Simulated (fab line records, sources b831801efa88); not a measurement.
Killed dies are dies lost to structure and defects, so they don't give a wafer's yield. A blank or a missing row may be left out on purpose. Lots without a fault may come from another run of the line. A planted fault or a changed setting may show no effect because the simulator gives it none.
Which tool did it? | flow gf180mcu | 14 lots, 42 wafers sampled, at 2 steps of a route of 602

WHAT THE GAUGES READ, wafer by wafer
GF_V4_BOW_MEAS_05.
lot  | measured     | on            | V4_BOW (um)
L416 | day 23 12:04 | film_metro-01 | 126 144 132
L418 | day 24 05:14 | film_metro-02 | 117 114 114
L420 | day 25 05:10 | film_metro-02 | 161 147 141
L421 | day 25 07:39 | film_metro-02 | 152 148 139
L422 | day 25 16:46 | film_metro-02 | 139 128 132
L423 | day 25 21:02 | film_metro-04 | 130 132 126
L426 | day 26 18:39 | film_metro-01 | 149 137 147
L427 | day 27 09:01 | film_metro-02 | 143 146 156
L428 | day 27 14:13 | film_metro-01 | 121 110 125
L429 | day 27 18:58 | film_metro-04 | 128 143 117
L434 | day 29 15:40 | film_metro-04 | 136 127 122
L435 | day 29 19:13 | film_metro-02 | 134 132 133
L436 | day 29 23:23 | film_metro-01 | 133 148 125
L438 | day 30 09:02 | film_metro-04 | 135 137 135

WHICH TOOL RAN EACH LOT (tool, then ch and the chambers of the sampled wafers, then the start)
lot  | GF_STI_WET_ETCH_20
L416 | wet_bench-04 ch 3, day 2 01:11
L418 | wet_bench-02 ch 2, day 2 13:35
L420 | wet_bench-02 ch 1, day 2 23:00
L421 | wet_bench-03 ch 0, day 3 04:44
L422 | wet_bench-03 ch 2, day 3 10:35
L423 | wet_bench-04 ch 3, day 3 14:18
L426 | wet_bench-03 ch 1, day 4 05:16
L427 | wet_bench-03 ch 1, day 4 11:02
L428 | wet_bench-02 ch 2, day 4 15:50
L429 | wet_bench-02 ch 3, day 4 20:32
L434 | wet_bench-03 ch 3, day 6 01:03
L435 | wet_bench-03 ch 1, day 6 04:02
L436 | wet_bench-03 ch 0, day 6 09:05
L438 | wet_bench-03 ch 3, day 6 20:27
- GF_STI_WET_ETCH_20: etches SiO2 in dHF, target depth 20 nm, time 400 s.

WHAT THE TOOLS THEMSELVES READ (means of the sampled wafers that have a number; where no wafer has one, the mark that the record gives instead)
GF_STI_WET_ETCH_20.
lot  | tool         | bath_heat_duty_pct (%)
L416 | wet_bench-04 | 6.1
L418 | wet_bench-02 | 8.0
L420 | wet_bench-02 | 6.7
L421 | wet_bench-03 | 5.7
L422 | wet_bench-03 | 6.2
L423 | wet_bench-04 | 6.0
L426 | wet_bench-03 | 6.6
L427 | wet_bench-03 | 5.5
L428 | wet_bench-02 | 8.1
L429 | wet_bench-02 | 6.4
L434 | wet_bench-03 | 5.4
L435 | wet_bench-03 | 6.2
L436 | wet_bench-03 | 5.2
L438 | wet_bench-03 | 6.1

THE ANSWER, worked out from the rows above alone
Rule: what is usual is taken from the lots themselves. Put in order of their means at a reading, lots are off if they are a third of the lots or fewer, leave a main group of 4 or more, and stand apart from it by a gap of 3 or more times the standard deviation of the main group's means; of several such gaps the widest counts. A main group whose means are all the same, to the digits that the tables above print for the reading, isn't used. A lot without any number at a reading at which 4 lots or more have one is off too. The other lots that the step has rows for count as sound. The gauges are gone through in route order, then the tools' own readings, and for those a lot's mean is taken as printed above. The first step at which some lot is off is used, and at that step the reading that is off furthest; a lot without a number counts as furthest.
No lot is off at any reading shown: from this, nothing can be told.

WHAT THE SIMULATOR HAD PUT IN
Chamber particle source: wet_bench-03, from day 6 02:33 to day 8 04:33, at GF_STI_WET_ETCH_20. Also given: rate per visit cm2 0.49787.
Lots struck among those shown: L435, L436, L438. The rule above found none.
